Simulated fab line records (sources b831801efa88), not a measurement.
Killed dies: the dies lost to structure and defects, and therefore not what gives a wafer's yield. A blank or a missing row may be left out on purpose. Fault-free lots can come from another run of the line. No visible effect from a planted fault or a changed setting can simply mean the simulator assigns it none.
Which tool was responsible? || flow sky130 || route of 708 steps, sampled at 1 step: 6 lots, 18 wafers

## WHAT THE GAUGES SHOWED, per wafer
SKY_RES_PROTECT_TW_MEAS_08.
{"lot": "L969", "measured": "day 16 11:59", "on": "filmMetro-04", "POLY_GATE_TW": "4095 4102 4062"}
{"lot": "L973", "measured": "day 17 11:04", "on": "filmMetro-01", "POLY_GATE_TW": "4016 4033 4035"}
{"lot": "L977", "measured": "day 18 23:44", "on": "filmMetro-04", "POLY_GATE_TW": "4026 4039 4055"}
{"lot": "L985", "measured": "day 21 18:01", "on": "filmMetro-01", "POLY_GATE_TW": "3973 3975 3983"}
{"lot": "L988", "measured": "day 22 18:37", "on": "filmMetro-03", "POLY_GATE_TW": "3992 4009 3989"}
{"lot": "L990", "measured": "day 23 03:10", "on": "filmMetro-04", "POLY_GATE_TW": "4107 4117 4121"}

## EACH LOT AND THE TOOL THAT RAN IT (in order: tool; ch and the chambers of the sampled wafers; start)
There is no process step in the record ahead of these readings.

## THE ANSWER, worked out from the rows above alone
Rule: what is usual is taken from the lots themselves. The widest of any qualifying gaps counts: lots, ordered by their means at a reading, are off when they make up no more than a third of the lots, leave a main group of 4 or more, and stand apart from it by 3 or more times the standard deviation of that group's means. The tables above print the reading to a certain number of digits; a main group whose means all agree to those digits is not used. A lot without any number at a reading at which 4 lots or more have one is off too. Any other lot the step has rows for is counted as sound.
Across all readings shown, no lot is off: no conclusion can be drawn from this.

## WHAT THE SIMULATOR PUT IN
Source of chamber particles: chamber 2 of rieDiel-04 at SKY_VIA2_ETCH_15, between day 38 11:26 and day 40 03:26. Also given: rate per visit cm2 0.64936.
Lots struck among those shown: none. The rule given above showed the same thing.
